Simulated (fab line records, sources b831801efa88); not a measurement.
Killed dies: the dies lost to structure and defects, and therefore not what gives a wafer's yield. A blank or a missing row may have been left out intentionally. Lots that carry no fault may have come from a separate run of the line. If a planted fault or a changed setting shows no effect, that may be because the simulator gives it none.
A lot that was struck, set against a sound lot | flow sky130 | 15 out of 708 route steps
Sound: wafers L853.4, L853.5, L853.6. Struck: wafer L849.4; the same lot's L849.6 was not struck, so it is left out; see the end for the cause.
Each step with rows lists, per side, the tool, then ch with its chambers, then its first start. Under that, the readings that differ: sound wafers | struck wafers | difference of the means | sigmas: that difference in standard deviations of wafers without a fault.
alike: readings whose means differ by less than 2 such deviations, and words and numbers that are the same on both sides. not compared: withheld readings, readings that some wafer has no value for, bounds like >300 that may hide the same value, and numbers for which the record gives no deviation and whose values overlap.
A row with sigmas, a row that says differs or no value, or rows on one side alone: a step with any of these is where the two part. Numbers that have no deviation but don't overlap get no sigmas and don't part them. Lack of a reading on every wafer of one side parts them only where that side has two or more wafers.

SKY_GATE_OXIDE_OVL_MEAS_10:
  sound on overlay-02 at day 21 15:10; struck on overlay-01 at day 20 04:43
  alike: GATE_OXIDE_OVL
then, 2 steps without rows for these wafers: SKY_GATE_OXIDE_IMPLANT_11; SKY_GATE_OXIDE_WET_ETCH_12 (etches SiO2 in dHF, target depth 16.8 nm, time 336 s).
SKY_GATE_OXIDE_STRIP_13: strips in O2/N2.
  sound on plasma-asher-03 ch 0,1, day 21 15:28; struck on plasma-asher-03 ch 0, day 20 05:01
  reading               | sound             | struck | difference | sigmas
  oes-product-au (a.u.) | 0.719 0.721 0.713 | 0.708  | -0.010     | -2
  alike: drypump-motor-current-A, strip-time-to-endpoint-s
  not compared: rf-hours-counter-h
SKY_GATE_OXIDE_TW_MEAS_14:
  sound on film-metro-04 at day 21 15:34; struck on film-metro-03 at day 20 05:07
  alike: GATE_OXIDE_TW
then, 3 steps without rows for these wafers: SKY_GATE_OXIDE_CLEAN_15 (cleans in SC1/SC2, time 150 s); SKY_GATE_OXIDE_OXIDATION_16 (stabilise 600 s, purge 300 s, target thk 3.57 nm); SKY_POLY_GATE_CVD_00 (deposits poly-Si, target thk 180 nm, time 720 s).
SKY_POLY_GATE_THK_MEAS_01:
  sound on film-metro-04 at day 21 19:01; struck on film-metro-03 at day 20 08:19
  alike: POLY_GATE_CVD_00_THK
then, 3 steps without rows for these wafers: SKY_RES_PROTECT_DEHYDRATE_00 (time 60 s); SKY_RES_PROTECT_HMDS_01 (prime time 60 s); SKY_RES_PROTECT_COAT_02 (resist thk 1140 nm).
SKY_RES_PROTECT_SOFTBAKE_03: time 60 s.
  sound on litho-track-02 ch 0, day 22 09:56; struck on litho-track-03 ch 0, day 20 23:28
  reading                  | sound             | struck | difference | sigmas
  chill-plate-temp-C (C)   | 23.03 23.12 22.88 | 22.79  | -0.22      | -2
  heater-power-total-W (W) | 56.64 56.67 56.58 | 59.69  | +3.06      | +65
  run-length-s (s)         | 88.9 88.9 88.9    | 79.5   | -9.4       | -28
then, 1 step without rows for these wafers: SKY_RES_PROTECT_EXPOSE_04 (exposes mask RPM, target cd 1270 nm).
-- a jump in the record: the struck wafers' starts before and after are 29 days apart (it breaks off in module RES_PROTECT and resumes in module PAD_OPEN, where the first step shown is number 708 of the route) --
SKY_PAD_OPEN_PROBE_99:
  sound on prober-01 at day 50 21:43; struck on prober-01 at day 50 04:40
  alike: killed_at_M0_to_M3, killed_at_M4_up, killed-at-contacts, killed-at-front-end, killed-at-other, killed-dies, killed-on-rim, killed-open, killed-short

## WHERE THEY PART
Earliest at SKY_GATE_OXIDE_STRIP_13; latest, in this record, at SKY_RES_PROTECT_SOFTBAKE_03. Later steps at which nothing parts them and some readings are alike: SKY_PAD_OPEN_PROBE_99.

WHY: what had been put in by the simulator
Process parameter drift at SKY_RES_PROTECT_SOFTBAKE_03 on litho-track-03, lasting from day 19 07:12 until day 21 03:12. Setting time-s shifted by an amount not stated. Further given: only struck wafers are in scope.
